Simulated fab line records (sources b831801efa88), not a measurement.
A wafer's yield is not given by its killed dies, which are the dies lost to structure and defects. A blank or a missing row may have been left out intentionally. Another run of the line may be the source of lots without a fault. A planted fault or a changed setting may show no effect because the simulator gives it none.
Which tool is to blame? ; flow gf180mcu ; Sampling: 14 lots, 40 wafers, 3 of 602 route steps

== WHAT EACH GAUGE READ, for each wafer ==
GF_HV_LDD_CD_MEAS_31: target cd 400 nm. Usual: cd_nm 400.0 nm, standard deviation 2.5.
lot;measured;on;cd_nm (nm);flag
L919;day 11 08:29;cd_sem-02;398.2 399.4 401.2;
L921;day 12 01:37;cd_sem-01;399.9 400.9 401.0;
L922;day 12 10:05;cd_sem-01;398.9 398.5 398.7;
L924;day 13 07:02;cd_sem-01;405.0 406.0 406.3;
L925;day 13 13:54;cd_sem-01;403.0 401.4 400.5;
L926;day 13 15:52;cd_sem-01;398.6 400.4 399.9;
L929;day 14 18:32;cd_sem-02;404.9 401.5;
L933;day 16 06:01;cd_sem-01;401.5 403.2 401.9;
L934;day 16 07:29;cd_sem-01;400.1 399.1;
L936;day 17 17:55;cd_sem-01;399.6 401.9 401.5;
L938;day 18 02:31;cd_sem-01;401.9 402.6 403.7;
L940;day 18 04:47;cd_sem-01;402.1 401.3 400.3;
L941;day 18 23:25;cd_sem-01;397.0 398.3 397.1;
L942;day 19 12:19;cd_sem-01;398.0 397.7 398.6;

GF_M1_RS_MEAS_05: the measuring method here is four-point-probe. Usual: M1_ALCU_RS gives 0.0697 ohm/sq (standard deviation 0.00072).
lot;measured;on;M1_ALCU_RS (ohm/sq);flag
L919;day 15 23:41;film_metro-04;0.0692 0.0696 0.0698;
L921;day 16 18:22;film_metro-02;0.0685 0.0692 0.0701;
L922;day 17 03:31;film_metro-02;0.0695 0.0702 0.0698;
L924;day 18 05:44;film_metro-04;0.0685 0.0683 0.0681;
L925;day 18 10:31;film_metro-02;0.0704 0.0699 0.0701;
L926;day 18 15:32;film_metro-02;0.0703 0.0696 0.0706;
L929;day 20 00:44;film_metro-04;0.0688 0.0691;
L933;day 21 11:49;film_metro-02;0.0695 0.0700 0.0695;
L934;day 21 12:46;film_metro-02;0.0693 0.0702;
L936;day 23 00:59;film_metro-02;0.0688 0.0691 0.0697;
L938;day 23 07:17;film_metro-04;0.0697 0.0694 0.0694;
L940;day 23 11:35;film_metro-04;0.0716 0.0706 0.0707;
L941;day 24 03:31;film_metro-04;0.0697 0.0695 0.0694;
L942;day 24 16:25;film_metro-04;0.0696 0.0689 0.0692;

== TOOL THAT RAN EACH LOT (tool first, then ch and the chambers of the sampled wafers, then the start) ==
lot;GF_STI_ETCH_13
L919;rie_diel-02 ch 0,2,3, day 2 01:37
L921;rie_diel-01 ch 0,1, day 2 10:59
L922;rie_diel-01 ch 0,1, day 2 16:44
L924;rie_diel-01 ch 2,3, day 3 03:43
L925;rie_diel-03 ch 0,1,3, day 3 09:35
L926;rie_diel-01 ch 0,3, day 3 13:10
L929;rie_diel-03 ch 0,2, day 4 05:17
L933;rie_diel-03 ch 0,1,2, day 5 03:26
L934;rie_diel-03 ch 0,2, day 5 07:29
L936;rie_diel-01 ch 0,1,2, day 5 19:34
L938;rie_diel-02 ch 0,1,3, day 6 03:35
L940;rie_diel-02 ch 1,2, day 6 12:49
L941;rie_diel-01 ch 0,1, day 6 23:02
L942;rie_diel-02 ch 0,1,3, day 7 06:55
- GF_STI_ETCH_13: etches the open film in CHF3/O2, stops on Si, target depth 282.31 nm, time 112.9 s.

== AS READ BY THE TOOLS THEMSELVES (means over the sampled wafers that have a number; for cases with no such wafer, the mark the record gives instead) ==
GF_STI_ETCH_13. Usual: drypump_motor_current_A 5.7 A, standard deviation 0.53; oes_product_au 0.829 a.u., standard deviation 0.0059; throttle_valve_pct 8.810 %, standard deviation 0.009.
lot;tool;drypump_motor_current_A (A);oes_product_au (a.u.);throttle_valve_pct (%);flag
L919;rie_diel-02;5.9;0.825;8.807;
L921;rie_diel-01;5.0;0.837;8.809;
L922;rie_diel-01;5.1;0.831;8.810;
L924;rie_diel-01;6.4;0.833;8.809;
L925;rie_diel-03;5.9;0.827;8.806;
L926;rie_diel-01;5.6;0.830;8.810;
L929;rie_diel-03;5.8;0.829;8.814;
L933;rie_diel-03;5.8;0.829;8.797;
L934;rie_diel-03;5.8;0.821;8.801;
L936;rie_diel-01;5.5;0.830;8.810;
L938;rie_diel-02;5.6;0.828;8.805;
L940;rie_diel-02;5.7;0.825;8.806;
L941;rie_diel-01;5.1;0.821;8.810;
L942;rie_diel-02;5.6;0.833;8.806;

== THE ANSWER, worked out from the rows above alone ==
Rule: a lot counts as off when the mean over its wafers that have a number is more than 3 standard deviations away from the usual mean. A lot without any number at a reading at which 4 lots or more have one is off too. The other lots that the step has rows for count as sound. First the gauges in route order, then the tools' own readings, where a lot's mean is used as printed above. At the first step where some lot is off, the reading lying furthest off is the one used; lots without a number count as furthest.
No lot is off on any of the readings shown, so nothing can be concluded from this.

== WHAT THE SIMULATOR PUT IN ==
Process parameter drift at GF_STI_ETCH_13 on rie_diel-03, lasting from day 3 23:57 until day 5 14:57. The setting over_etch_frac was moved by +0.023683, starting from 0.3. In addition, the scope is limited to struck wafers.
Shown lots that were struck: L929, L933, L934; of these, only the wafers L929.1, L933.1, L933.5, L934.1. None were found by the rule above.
